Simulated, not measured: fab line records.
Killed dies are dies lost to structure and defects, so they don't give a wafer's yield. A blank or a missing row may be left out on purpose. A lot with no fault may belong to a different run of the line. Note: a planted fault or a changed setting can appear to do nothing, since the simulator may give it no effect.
Code-filled problem report in 8D (eight disciplines) form    flow gf180mcu    the parts of the form that need people (team, actions taken, sign-off) are left out

1. WHAT IS WRONG
GF_V3_SOFTBAKE_10, run_length_s: mean 105.60 s over 1 wafer from 1 lot; wafers with no fault: 89.27 s, standard deviation 0.26. That is +63 standard deviations from the usual mean.
The step: time 60 s.
Seen first at day 25 16:00 on litho_track-02, wafer L686.4. The record holds 39 wafers of 13 lots with a number at this step. Rule for "out", or "out of limits": more than 4 standard deviations from the usual mean. All remaining wafers that have a number are taken as sound.

2. WHAT IT IS; WHAT IT IS NOT
question                     is                 is not
which readings at this step  run_length_s       -
which lots                   L686               L676, L677, L678, L680, L681, L683, L694, L695, L696, L697, L698, L699
which wafers of those lots   L686.4             L686.1, L686.3
read on which tools          litho_track-02     litho_track-01, litho_track-03
when                         from day 25 16:00  up to then (20 sound wafers); but 18 sound wafers of L694, L695, L696, L697, L698, L699 came after

3. SUSPECTS, AND WHAT RULES EACH OUT
Counting: if a tool at a process step up to the reading ran every lot that is out, it stays a suspect. Sound lots after the first of them don't rule it out here, since some wafers of a struck lot are sound.
- pvd_sputter-02 at GF_M3_SPUTTER_03 (material Ti, target thk 10 nm, time 6.7 s): kept. It processed L686, the lot that is out, at day 24 05:31, and its most recent sound lot before then was L680 at day 21 16:01.
- litho_track-02 at GF_V3_SOFTBAKE_10 (time 60 s): kept. It processed L686, the lot that is out, at day 25 15:00, and its most recent sound lot before then was L683 at day 24 05:00. Its own readings are out on those wafers: run_length_s.
After counting, pvd_sputter-02 at GF_M3_SPUTTER_03 and litho_track-02 at GF_V3_SOFTBAKE_10 remain.

4. THE CAUSE (what the simulator had put in)
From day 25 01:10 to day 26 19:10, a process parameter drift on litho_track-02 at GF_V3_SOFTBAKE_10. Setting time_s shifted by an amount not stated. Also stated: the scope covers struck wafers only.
Counting leaves 2 suspects; this tool is one of them.

5. THE EFFECT CHAIN, in route order
One row per reading whose mean, taken over the struck wafers that have a number, lies over 3 standard deviations from the usual. Scope: only readings with a usual standard deviation given in the record; hours: median across lots of the time from each lot's start at the first step in this table that gives one to its start at this step; sigmas: change in usual standard deviations.
hours  step               reading       usual    on struck wafers  change  sigmas
0      GF_V3_SOFTBAKE_10  run_length_s  89.27 s  105.60            +16.33  +63
Its process steps:
- GF_V3_SOFTBAKE_10: time 60 s.

6. WHAT WOULD HAVE CAUGHT IT SOONER
First out-of-limits reading in this record: day 25 16:00, which is 15 hours after fault onset at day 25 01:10.
